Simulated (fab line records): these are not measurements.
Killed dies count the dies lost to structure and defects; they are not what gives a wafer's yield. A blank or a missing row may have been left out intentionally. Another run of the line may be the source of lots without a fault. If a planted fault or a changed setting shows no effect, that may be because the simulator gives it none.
2 desks, one fault    flow gf180mcu    each desk holds nothing but its own numbers, with what lay behind them at the end

## AT THE TOOL OWNER'S DESK: krfScanner-01
The tool's own readings at GF_M1_EXPOSE_11 (exposes mask Metal1, target cd 230 nm): means of the sampled wafers that have a number, for each lot that ran on this tool. A lot is out of limits, marked OUT, if its mean lies more than 4 standard deviations from the usual mean; the brackets give that distance.
Columns: A = exposureDoseMJCm2 at GF_M1_EXPOSE_11, usual 27.984; B = stageVelMmS at GF_M1_EXPOSE_11, usual 500.02 mm/s
lot   first seen here  A                 B
L931  day 16 18:25     27.979            500.03
L932  day 16 18:32     27.993            499.95
L935  day 17 22:23     28.008            499.82
L937  day 18 20:36     28.011            499.99
L938  day 19 00:11     28.003            500.34
L948  day 22 19:20     25.710 (-84) OUT  500.31
L949  day 23 06:08     25.719 (-84) OUT  500.14
L950  day 23 19:02     26.527 (-54) OUT  500.12
This desk's verdict: out of limits on L948, L949, L950, starting with L948 at day 22 19:20 (exposureDoseMJCm2 at GF_M1_EXPOSE_11). L931, L932, L935, L937, L938: within limits.

## FROM THE METROLOGY DESK
What the gauges read for every lot (on any tool): the sampled wafers with a number, averaged. A lot is out of limits, marked OUT, if its mean lies more than 4 standard deviations from the usual mean; the brackets give that distance.
Columns: A = cdNm at GF_CONTACT_CD_MEAS_14, usual 219.7 nm; B = cdNm at GF_M1_CD_MEAS_14, usual 230.2 nm; C = M1_OVL at GF_M1_OVL_MEAS_15, usual -4 nm
lot   first seen here  A      B                 C
L931  day 16 04:34     218.9  229.2             -3
L932  day 16 05:59     220.8  231.2             -8
L935  day 17 09:10     220.6  230.7             -5
L937  day 18 07:32     220.6  228.5             -11
L938  day 18 10:16     221.2  230.3             -12
L939  day 18 19:25     218.0  229.0             -8
L940  day 19 02:47     218.5  230.5             3
L947  day 22 02:50     220.1  232.3             -5
L948  day 22 06:28     219.6  241.7 (+9.6) OUT  -4
L949  day 22 16:32     219.0  244.1 (+12) OUT   -5
L950  day 23 06:28     219.3  237.4 (+6.0) OUT  -6
L953  day 24 09:10     219.2  230.4             3
This desk's verdict: out of limits on L948, L949, L950, starting with L948 at day 23 07:10 (cdNm at GF_M1_CD_MEAS_14). L931, L932, L935, L937, L938, L939, L940, L947, L953: within limits.

## BROUGHT TOGETHER
At day 22 19:20, on L948, L949, L950, the tool owner's desk was in a position to raise an alarm.
The metrology desk could have raised an alarm at day 23 07:10, on L948, L949, L950.
GF_M1_EXPOSE_11 was run on krfScanner-01 by each of the lots named.

## WHAT HAD BEEN PUT IN BY THE SIMULATOR
Process parameter drift: krfScanner-01, from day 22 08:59 on, at GF_M1_EXPOSE_11. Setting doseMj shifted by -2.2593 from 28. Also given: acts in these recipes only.
Lots struck among those shown: L948, L949, L950.
Counting hours from when the fault started, the first reading out of limits came at 10 for the tool owner's desk and at 22 for the metrology desk.
